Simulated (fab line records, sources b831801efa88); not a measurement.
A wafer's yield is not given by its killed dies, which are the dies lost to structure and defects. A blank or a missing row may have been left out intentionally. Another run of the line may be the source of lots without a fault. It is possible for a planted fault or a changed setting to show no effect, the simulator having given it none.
Comparing a struck lot with a sound one    flow sky130    17 out of 708 route steps
Sound: wafers L659.1, L659.2, L659.5. Struck: wafers L666.4, L666.5, L666.6. The cause is given at the end.
Each step with rows lists, per side, the tool, then ch with its chambers, then its first start. Under that, the readings that differ: sound wafers    struck wafers    difference of the means    sigmas: that difference in standard deviations of wafers without a fault.
alike: same words and numbers on both sides, and readings whose means sit less than 2 such deviations apart. not compared: any withheld reading, any reading some wafer has no value for, any bound like >300 that may hide the same value, and any number with overlapping values for which the record gives no deviation.
Wherever a step has rows on one side only, a row that says differs or no value, or a row with sigmas, the two part there. Non-overlapping numbers with no deviation appear without sigmas and do not part them. A reading that every wafer of one side lacks parts them only if that side has two wafers or more.

first, 1 step without rows for these wafers: SKY_VT_ADJUST_LVTN_IMPLANT_19.
SKY_VT_ADJUST_LVTN_STRIP_20: strips in O2/N2.
  sound on plasmaAsher-01 ch 0,1, day 7 18:09; struck on plasmaAsher-01 ch 0,1, day 9 15:20
  alike: chamberPressureMTorr, drypumpMotorCurrentA, oesProductAu, stripTimeToEndpointS
  not compared: rfHoursCounterH
SKY_VT_ADJUST_LVTN_TW_MEAS_21:
  sound on filmMetro-01 at day 7 18:15; struck on filmMetro-01 at day 9 15:26
  alike: VT_ADJUST_LVTN_2_TW
SKY_VT_ADJUST_NCORE_DEHYDRATE_00: time 62.13 s.
  sound on lithoTrack-01 ch 0, day 8 03:14; struck on lithoTrack-02 ch 0, day 10 01:20
  alike: chillPlateTempC, heaterPowerTotalW, plateSensorTCentreC, plateSensorTEdgeC
then, 6 steps without rows for these wafers: SKY_VT_ADJUST_NCORE_HMDS_01 (prime time 60 s); SKY_VT_ADJUST_NCORE_COAT_02 (resist thk 1140 nm); SKY_VT_ADJUST_NCORE_SOFTBAKE_03 (time 60 s); SKY_VT_ADJUST_NCORE_EXPOSE_04 (exposes mask LVTN COMPLEMENT THIN, target cd 380 nm); SKY_VT_ADJUST_NCORE_PEB_05; SKY_VT_ADJUST_NCORE_DEVELOP_06 (develop time 60 s).
SKY_VT_ADJUST_NCORE_CD_MEAS_07: the cd target is 380 nm.
  sound on cdSem-02 at day 8 13:13; struck on cdSem-02 at day 10 13:22
  alike: cdNm
SKY_VT_ADJUST_NCORE_OVL_MEAS_08:
  sound on overlay-01 at day 8 13:20; struck on overlay-01 at day 10 13:27
  alike: VT_ADJUST_NCORE_OVL
SKY_VT_ADJUST_NCORE_IMPLANT_09:
  sound on implanter-01 ch 0, day 8 13:22; struck on implanter-02 ch 0, day 10 13:32
reading           sound                             struck                            difference   sigmas
doseIonsCm2       2.3981e+12 2.4019e+12 2.4012e+12  2.1684e+12 2.1694e+12 2.1756e+12  -2.2927e+11  -88
faradayCurrentUA  13.03 13.45 13.04                 12.51 11.94 12.29                 -0.93        -3
SKY_VT_ADJUST_NCORE_STRIP_10: strips in O2/N2.
  sound on plasmaAsher-04 ch 0,1, day 8 13:31; struck on plasmaAsher-03 ch 0,1, day 10 13:39
  alike: chamberPressureMTorr, drypumpMotorCurrentA, oesProductAu, stripTimeToEndpointS
  not compared: rfHoursCounterH
SKY_VT_ADJUST_NCORE_TW_MEAS_11:
  sound on filmMetro-03 at day 8 13:37; struck on filmMetro-02 at day 10 13:45
reading             sound              struck             difference  sigmas
VT_ADJUST_NCORE_TW  217.4 217.6 219.0  210.1 209.8 210.3  -7.9        -5
then, 1 step without rows for these wafers: SKY_VT_ADJUST_HVTR_DEHYDRATE_00 (time 60 s).
-- the record jumps here: 37 days lie between the struck wafers' starts before and after (it left off in module VT_ADJUST_HVTR and takes up again in module PAD_OPEN, whose first step shown is number 708 of the route) --
SKY_PAD_OPEN_PROBE_99:
  sound on prober-01 at day 46 07:16; struck on prober-02 at day 47 21:34
reading                                sound                          struck                       difference  sigmas
model.etest.nfet_16v.rOnOhmUm          1.369e+04 1.368e+04 1.348e+04  1.326e+04 1.3e+04 1.329e+04  -4.333e+02  
model.etest.resPwellUnderGate.rsOhmSq  2280 2284 2280                 2315 2329 2332               +44         
model.etest.pfet_16v.driveUaUm         252.1 250.8 254.7              237.5 248 240.8              -10.4       
model.etest.pfetG5v0d10v5.offLog10AUm  -12.71 -12.67 -12.72           -13.38 -13.36 -13.29         -0.64       
model.etest.pfetG5v0d10v5.vtSatV (V)   -0.6605 -0.6603 -0.6383        -0.7657 -0.7509 -0.735       -0.0975     
model.etest.pfet_16v.vtV (V)           -1.104 -1.107 -1.104           -1.211 -1.199 -1.203         -0.099      
model.etest.pfetG5v0d10v5.vtV (V)      -0.8456 -0.8384 -0.8217        -0.9372 -0.9231 -0.9092      -0.0879     
model.etest.pfetG5v0d10v5.vtLongV (V)  -0.9307 -0.9409 -0.9343        -1.032 -1.019 -1.027         -0.091      
  alike: killed_at_M0_to_M3, killed_at_M4_up, killedAtContacts, killedAtFrontEnd, killedAtOther, killedDies, killedOpen, killedShort

## WHERE THEY PART
Last at SKY_VT_ADJUST_NCORE_TW_MEAS_11 as far as this record goes, first at SKY_VT_ADJUST_NCORE_IMPLANT_09. Later steps at which nothing parts them and some readings are alike: SKY_PAD_OPEN_PROBE_99.

WHY: what the simulator had put in
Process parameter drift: implanter-02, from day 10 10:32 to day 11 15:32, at SKY_VT_ADJUST_NCORE_IMPLANT_09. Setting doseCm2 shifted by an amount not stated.
